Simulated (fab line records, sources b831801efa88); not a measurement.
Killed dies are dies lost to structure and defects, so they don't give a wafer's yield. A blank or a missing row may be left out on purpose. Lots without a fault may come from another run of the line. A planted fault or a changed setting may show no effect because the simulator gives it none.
Chamber matching | flow gf180mcu | GF_HV_LDD_ETCHBACK_58 on rie_diel-01: 4 sister chambers
The step etches Si3N4 in CH3F/O2, stops on SiO2, time 100 s, target depth 90 nm. 14 wafers are shown with their chamber, then 7 later ones without.

WAFERS WITH THEIR CHAMBER
wafer  | chamber | drypump_motor_current_A (A) | chamber_pressure_mTorr (mTorr) | oes_product_au (a.u.)
L282.1 | 3       | 5.8                         | 25.022                         | 0.838
L282.2 | 0       | 5.4                         | 24.986                         | 0.840
L282.4 | 0       | 5.4                         | 25.030                         | 0.838
L285.3 | 0       | 5.4                         | 24.993                         | 0.836
L285.4 | 2       | 5.5                         | 25.015                         | 0.839
L285.5 | 0       | 5.4                         | 24.990                         | 0.832
L289.3 | 2       | 5.5                         | 25.034                         | 0.836
L289.5 | 1       | 5.5                         | 24.994                         | 0.843
L289.6 | 0       | 5.4                         | 25.031                         | 0.837
L292.4 | 0       | 5.5                         | 24.991                         | 0.842
L292.5 | 2       | 5.6                         | 25.009                         | 0.839
L292.6 | 3       | 5.8                         | 25.012                         | 0.846
L297.3 | 2       | 5.5                         | 25.031                         | 0.849
L297.5 | 1       | 5.5                         | 24.995                         | 0.853

SIGNATURES (means of the wafers above)
reading                 | chamber 0 | chamber 1 | chamber 2 | chamber 3 | scatter within a chamber
drypump_motor_current_A | 5.417     | 5.500     | 5.525     | 5.800     | 0.0398
chamber_pressure_mTorr  | 25.00350  | 24.99450  | 25.02225  | 25.01700  | 0.0165
oes_product_au          | 0.83750   | 0.84800   | 0.84075   | 0.84200   | 0.00488
Rule: a wafer's distance from a chamber is the root of the sum, over the readings, of the square of ((its reading less the chamber's mean) divided by the reading's scatter). The wafer belongs to the nearest chamber; if the next one is less than 2 further off, it can't be placed. The scatter: the root of (the sum of the squares of (reading less its chamber's mean) over the shown wafers, divided by (wafers less chambers)).

WAFERS WITHOUT THEIR CHAMBER
wafer  | drypump_motor_current_A (A) | chamber_pressure_mTorr (mTorr) | oes_product_au (a.u.)
L297.6 | 5.5                         | 25.007                         | 0.845
L303.1 | 5.5                         | 25.014                         | 0.842
L303.2 | 5.5                         | 25.027                         | 0.849
L303.5 | 5.5                         | 24.976                         | 0.852
L304.1 | 5.4                         | 24.962                         | 0.847
L304.3 | 5.5                         | 24.994                         | 0.844
L304.6 | 5.5                         | 24.990                         | 0.845

WHICH CHAMBER EACH WENT THROUGH
wafer  | from the rows above          | in truth
L297.6 | can't be placed: 1 or 2 or 0 | 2
L303.1 | can't be placed: 2 or 1 or 0 | 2
L303.2 | can't be placed: 2 or 1 or 0 | 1
L303.5 | 1                            | 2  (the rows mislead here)
L304.1 | can't be placed: 1 or 0 or 2 | 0
L304.3 | can't be placed: 1 or 2 or 0 | 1
L304.6 | can't be placed: 1 or 2      | 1
Placed correctly: 0 of 7. Can't be placed from these rows: 6 (the true chamber is among the candidates in 6). Placed wrongly: 1.
